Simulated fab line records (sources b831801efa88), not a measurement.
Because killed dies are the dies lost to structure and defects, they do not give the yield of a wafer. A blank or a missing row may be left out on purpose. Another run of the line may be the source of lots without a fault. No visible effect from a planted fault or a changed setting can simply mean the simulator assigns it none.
Which tool was responsible? / flow gf180mcu / 18 wafers sampled from 6 lots at 1 step of a route of 602

== WHAT THE GAUGES READ, wafer by wafer ==
GF_V5_BOW_MEAS_05.
lot=L868; measured=day 26 16:02; on=filmMetro-03; V5_BOW (um)=141 134 136
lot=L870; measured=day 27 04:25; on=filmMetro-02; V5_BOW (um)=120 121 125
lot=L872; measured=day 27 19:10; on=filmMetro-01; V5_BOW (um)=133 134 136
lot=L879; measured=day 30 08:10; on=filmMetro-02; V5_BOW (um)=140 122 128
lot=L885; measured=day 31 19:46; on=filmMetro-03; V5_BOW (um)=134 124 144
lot=L889; measured=day 32 18:08; on=filmMetro-01; V5_BOW (um)=135 147 133

== WHAT TOOL EACH LOT RAN ON (gives the tool, then ch and the chambers of the sampled wafers, and finally the start) ==
Record: no process step prior to these readings.

== THE ANSWER, worked out from the rows above alone ==
Rule: usual is defined by the lots themselves. The widest of any qualifying gaps counts: lots, ordered by their means at a reading, are off when they make up no more than a third of the lots, leave a main group of 4 or more, and stand apart from it by 3 or more times the standard deviation of that group's means. A main group is skipped when, at the precision printed for the reading in the tables above, its means are all equal. A lot without any number at a reading at which 4 lots or more have one is off too. All remaining lots with rows at the step are treated as sound.
None of the lots is off at any reading shown; this tells nothing.

== WHAT HAD BEEN PUT IN BY THE SIMULATOR ==
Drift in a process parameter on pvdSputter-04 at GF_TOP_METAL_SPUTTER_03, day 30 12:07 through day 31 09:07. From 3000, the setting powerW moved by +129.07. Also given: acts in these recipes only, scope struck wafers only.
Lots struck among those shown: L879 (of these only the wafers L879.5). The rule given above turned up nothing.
